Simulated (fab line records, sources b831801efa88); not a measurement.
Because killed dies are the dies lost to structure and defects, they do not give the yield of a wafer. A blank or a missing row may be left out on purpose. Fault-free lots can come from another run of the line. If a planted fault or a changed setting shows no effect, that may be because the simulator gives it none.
Chamber matching || flow sky130 || SKY_VIA1_CMP_02 on cmp-01 has 4 sister chambers
The step polishes SiO2. 8 wafers are shown with their chamber, then 8 later ones without.

WAFERS, EACH WITH ITS CHAMBER
{"wafer": "L162.2", "chamber": 3, "motor_current_A (A)": 12.2, "retaining_ring_pressure_frac": 0.998}
{"wafer": "L168.5", "chamber": 0, "motor_current_A (A)": 13.1, "retaining_ring_pressure_frac": 1.005}
{"wafer": "L170.4", "chamber": 0, "motor_current_A (A)": 12.4, "retaining_ring_pressure_frac": 1.003}
{"wafer": "L170.5", "chamber": 2, "motor_current_A (A)": 9.1, "retaining_ring_pressure_frac": 1.000}
{"wafer": "L175.1", "chamber": 1, "motor_current_A (A)": 12.8, "retaining_ring_pressure_frac": 1.006}
{"wafer": "L175.2", "chamber": 3, "motor_current_A (A)": 12.4, "retaining_ring_pressure_frac": 1.002}
{"wafer": "L175.4", "chamber": 2, "motor_current_A (A)": 8.4, "retaining_ring_pressure_frac": 0.999}
{"wafer": "L177.2", "chamber": 1, "motor_current_A (A)": 12.6, "retaining_ring_pressure_frac": 0.998}

WAFERS MISSING THEIR CHAMBER
{"wafer": "L177.4", "motor_current_A (A)": 12.7, "retaining_ring_pressure_frac": 0.993}
{"wafer": "L177.6", "motor_current_A (A)": 9.3, "retaining_ring_pressure_frac": 0.993}
{"wafer": "L184.2", "motor_current_A (A)": 12.5, "retaining_ring_pressure_frac": 0.997}
{"wafer": "L184.3", "motor_current_A (A)": 13.0, "retaining_ring_pressure_frac": 1.006}
{"wafer": "L184.5", "motor_current_A (A)": 12.8, "retaining_ring_pressure_frac": 1.006}
{"wafer": "L185.1", "motor_current_A (A)": 13.6, "retaining_ring_pressure_frac": 1.003}
{"wafer": "L185.4", "motor_current_A (A)": 8.7, "retaining_ring_pressure_frac": 1.005}
{"wafer": "L185.5", "motor_current_A (A)": 13.0, "retaining_ring_pressure_frac": 0.999}

CHAMBER TAKEN BY EACH
{"wafer": "L177.4", "from the rows above": "can't be placed: 3 or 1 or 0", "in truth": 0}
{"wafer": "L177.6", "from the rows above": 2, "in truth": 2}
{"wafer": "L184.2", "from the rows above": "can't be placed: 3 or 1 or 0", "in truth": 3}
{"wafer": "L184.3", "from the rows above": "can't be placed: 0 or 1 or 3", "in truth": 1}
{"wafer": "L184.5", "from the rows above": "can't be placed: 0 or 1 or 3", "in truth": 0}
{"wafer": "L185.1", "from the rows above": "can't be placed: 0 or 1 or 3", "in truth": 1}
{"wafer": "L185.4", "from the rows above": 2, "in truth": 2}
{"wafer": "L185.5", "from the rows above": "can't be placed: 1 or 0 or 3", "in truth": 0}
Correctly placed: 2 of 8. Can't be placed from these rows: 6 (the true chamber is among the candidates in 6). 0 placed wrongly.
How it was worked out, from the rows above alone: a wafer's distance from a chamber is the root of the sum, over the readings, of the square of ((its reading less the chamber's mean) divided by the reading's scatter). The wafer belongs to the nearest chamber; if the next one is less than 2 further off, it can't be placed. A chamber's mean is the mean of its shown wafers. The scatter: take each reading less its chamber's mean, square it, sum over the shown wafers, divide by the number of wafers less the number of chambers, and take the root.
